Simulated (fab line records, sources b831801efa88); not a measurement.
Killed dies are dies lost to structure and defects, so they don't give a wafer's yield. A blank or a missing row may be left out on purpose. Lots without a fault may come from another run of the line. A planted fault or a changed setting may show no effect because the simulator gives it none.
Which tool did it? | flow sky130 | 13 lots, 39 wafers sampled, at 6 steps of a route of 708

WHAT THE GAUGES READ, wafer by wafer
SKY_VT_ADJUST_LVTN_OVL_MEAS_07.
lot  | measured     | on         | VT_ADJUST_LVTN_OVL (nm)
L817 | day 6 15:34  | overlay-02 | 2.4 1.5 1.0
L818 | day 7 01:40  | overlay-02 | -1.3 -1.8 -1.1
L821 | day 8 01:38  | overlay-01 | - - -
L824 | day 9 06:32  | overlay-02 | -0.3 -0.7 0.2
L831 | day 11 11:58 | overlay-02 | -4.2 -1.0 -0.8
L833 | day 11 19:09 | overlay-01 | -2.0 -2.4 -0.4
L832 | day 11 19:29 | overlay-02 | -2.0 -1.4 -0.7
L834 | day 12 05:19 | overlay-02 | 0.8 0.6 0.9
L835 | day 12 05:44 | overlay-01 | 0.3 -2.0 -0.2
L837 | day 12 11:01 | overlay-02 | 0.7 -0.9 0.4
L839 | day 12 20:53 | overlay-01 | -0.6 1.6 0.3
L838 | day 12 22:02 | overlay-02 | -0.9 -0.4 -1.6
L840 | day 13 07:16 | overlay-01 | 0.5 0.1 -1.6

SKY_VT_ADJUST_LVTN_TW_MEAS_10.
lot  | measured     | on            | VT_ADJUST_LVTN_TW
L817 | day 6 15:51  | film_metro-02 | 242.4 241.8 242.5
L818 | day 7 01:58  | film_metro-02 | 242.6 242.2 241.7
L821 | day 8 01:55  | film_metro-04 | 29.6 29.8 29.8
L824 | day 9 06:49  | film_metro-03 | 237.4 238.5 238.0
L831 | day 11 12:16 | film_metro-02 | 242.2 242.4 241.4
L833 | day 11 19:26 | film_metro-02 | 240.8 241.4 242.6
L832 | day 11 19:46 | film_metro-04 | 239.1 238.7 241.0
L834 | day 12 05:37 | film_metro-04 | 237.6 240.0 240.5
L835 | day 12 06:08 | film_metro-04 | 240.2 239.9 239.6
L837 | day 12 11:19 | film_metro-02 | 241.1 242.5 243.3
L839 | day 12 21:11 | film_metro-04 | 240.0 240.7 240.1
L838 | day 12 22:19 | film_metro-04 | 241.0 239.9 239.8
L840 | day 13 07:34 | film_metro-04 | 240.8 239.6 240.4

SKY_VT_ADJUST_LVTN_TW_MEAS_21.
lot  | measured     | on            | VT_ADJUST_LVTN_2_TW
L817 | day 7 11:07  | film_metro-03 | 186.3 186.6 185.9
L818 | day 7 22:19  | film_metro-02 | 188.0 187.9 188.8
L821 | day 8 23:13  | film_metro-04 | 265.0 264.2 265.1
L824 | day 10 04:49 | film_metro-02 | 187.9 188.1 189.0
L831 | day 12 11:49 | film_metro-02 | 187.9 188.0 189.1
L833 | day 12 18:41 | film_metro-02 | 189.1 188.2 188.5
L832 | day 12 19:40 | film_metro-03 | 186.5 185.9 184.6
L834 | day 13 06:55 | film_metro-02 | 187.0 188.7 186.0
L835 | day 13 06:56 | film_metro-04 | 187.8 186.4 187.2
L837 | day 13 13:19 | film_metro-02 | 188.6 188.0 188.0
L839 | day 13 22:32 | film_metro-04 | 187.6 186.7 186.7
L838 | day 14 00:31 | film_metro-04 | 186.9 186.4 187.1
L840 | day 14 10:45 | film_metro-04 | 187.4 186.6 187.0

SKY_SONOS_ONO_THK_MEAS_01.
lot  | measured     | on            | SONOS_ONO_OXIDATION_THK (nm)
L817 | day 11 06:11 | film_metro-04 | 2.64 2.60 2.56
L818 | day 11 19:35 | film_metro-03 | 2.62 2.62 2.57
L821 | day 12 21:33 | film_metro-03 | 2.64 2.52 2.56
L824 | day 14 08:49 | film_metro-03 | 2.66 2.62 2.65
L831 | day 17 05:11 | film_metro-01 | 2.64 2.56 2.59
L833 | day 17 11:23 | film_metro-03 | 2.56 2.61 2.59
L832 | day 17 11:22 | film_metro-04 | 2.53 2.49 2.56
L834 | day 18 00:12 | film_metro-01 | 2.52 2.56 2.62
L835 | day 18 00:12 | film_metro-04 | 2.67 2.64 2.63
L837 | day 18 09:33 | film_metro-03 | 2.58 2.58 2.58
L839 | day 18 18:21 | film_metro-04 | 2.64 2.67 2.61
L838 | day 18 19:41 | film_metro-03 | 2.53 2.56 2.57
L840 | day 19 06:45 | film_metro-01 | 2.55 2.62 2.61

SKY_CONTACT_OVL_MEAS_15.
lot  | measured     | on         | CONTACT_OVL (nm)
L817 | day 32 02:51 | overlay-01 | 6 1 2
L818 | day 32 00:54 | overlay-01 | -10 -5 -4
L821 | day 32 20:14 | overlay-01 | -8 -9 -6
L824 | day 34 12:53 | overlay-02 | 1 -1 6
L831 | day 37 06:27 | overlay-01 | 1 1 -6
L833 | day 37 11:12 | overlay-01 | -10 -4 -9
L832 | day 37 13:57 | overlay-02 | -17 -6 -3
L834 | day 37 22:22 | overlay-02 | -6 -6 2
L835 | day 37 19:54 | overlay-01 | -8 -2 0
L837 | day 38 05:41 | overlay-02 | -16 -17 -13
L839 | day 38 14:10 | overlay-02 | -3 -4 -7
L838 | day 38 16:00 | overlay-02 | -5 -4 0
L840 | day 39 00:41 | overlay-02 | -5 -10 -8

WHICH TOOL RAN EACH LOT (tool, then ch and the chambers of the sampled wafers, then the start)
lot  | SKY_VT_ADJUST_LVTN_EXPOSE_04
L817 | iline_stepper-02 ch 0, day 6 07:04
L818 | iline_stepper-01 ch 0, day 6 16:20
L821 | iline_stepper-01 ch 0, day 7 16:04
L824 | iline_stepper-02 ch 0, day 8 19:38
L831 | iline_stepper-01 ch 0, day 11 00:50
L833 | iline_stepper-02 ch 0, day 11 06:41
L832 | iline_stepper-01 ch 0, day 11 07:04
L834 | iline_stepper-01 ch 0, day 11 18:44
L835 | iline_stepper-02 ch 0, day 11 18:58
L837 | iline_stepper-01 ch 0, day 11 22:56
L839 | iline_stepper-02 ch 0, day 12 08:25
L838 | iline_stepper-02 ch 0, day 12 09:26
L840 | iline_stepper-01 ch 0, day 12 18:38
- SKY_VT_ADJUST_LVTN_EXPOSE_04: exposes mask NWM COMPLEMENT LESS NATIVE, target cd 840 nm.

WHAT THE TOOLS THEMSELVES READ (means of the sampled wafers that have a number; where no wafer has one, the mark that the record gives instead)
SKY_VT_ADJUST_LVTN_EXPOSE_04.
lot  | tool             | stage_vel_mm_s (mm/s)
L817 | iline_stepper-02 | 499.92
L818 | iline_stepper-01 | 500.01
L821 | iline_stepper-01 | 500.01
L824 | iline_stepper-02 | 500.05
L831 | iline_stepper-01 | 499.84
L833 | iline_stepper-02 | 499.78
L832 | iline_stepper-01 | 499.81
L834 | iline_stepper-01 | 499.99
L835 | iline_stepper-02 | 499.96
L837 | iline_stepper-01 | 500.17
L839 | iline_stepper-02 | 500.18
L838 | iline_stepper-02 | 500.13
L840 | iline_stepper-01 | 499.78

THE ANSWER, worked out from the rows above alone
Rule: what is usual is taken from the lots themselves. Put in order of their means at a reading, lots are off if they are a third of the lots or fewer, leave a main group of 4 or more, and stand apart from it by a gap of 3 or more times the standard deviation of the main group's means; of several such gaps the widest counts. A main group whose means are all the same, to the digits that the tables above print for the reading, isn't used. A lot without any number at a reading at which 4 lots or more have one is off too. The other lots that the step has rows for count as sound. The gauges are gone through in route order, then the tools' own readings, and for those a lot's mean is taken as printed above. The first step at which some lot is off is used, and at that step the reading that is off furthest; a lot without a number counts as furthest.
Off: L821, at SKY_VT_ADJUST_LVTN_OVL_MEAS_07 (VT_ADJUST_LVTN_OVL). Without a number there: L821. The main group: mean -0.5 nm, standard deviation 1.
A tool fits if, at a process step before that reading, it ran every lot that is off, and no sound lot after the first of them. The gauges at SKY_VT_ADJUST_LVTN_OVL_MEAS_07 aren't tried: what is off there is off at SKY_VT_ADJUST_LVTN_TW_MEAS_10 too, on other tools, and a gauge's error can't cause that. None of those tried fits.

WHAT THE SIMULATOR HAD PUT IN
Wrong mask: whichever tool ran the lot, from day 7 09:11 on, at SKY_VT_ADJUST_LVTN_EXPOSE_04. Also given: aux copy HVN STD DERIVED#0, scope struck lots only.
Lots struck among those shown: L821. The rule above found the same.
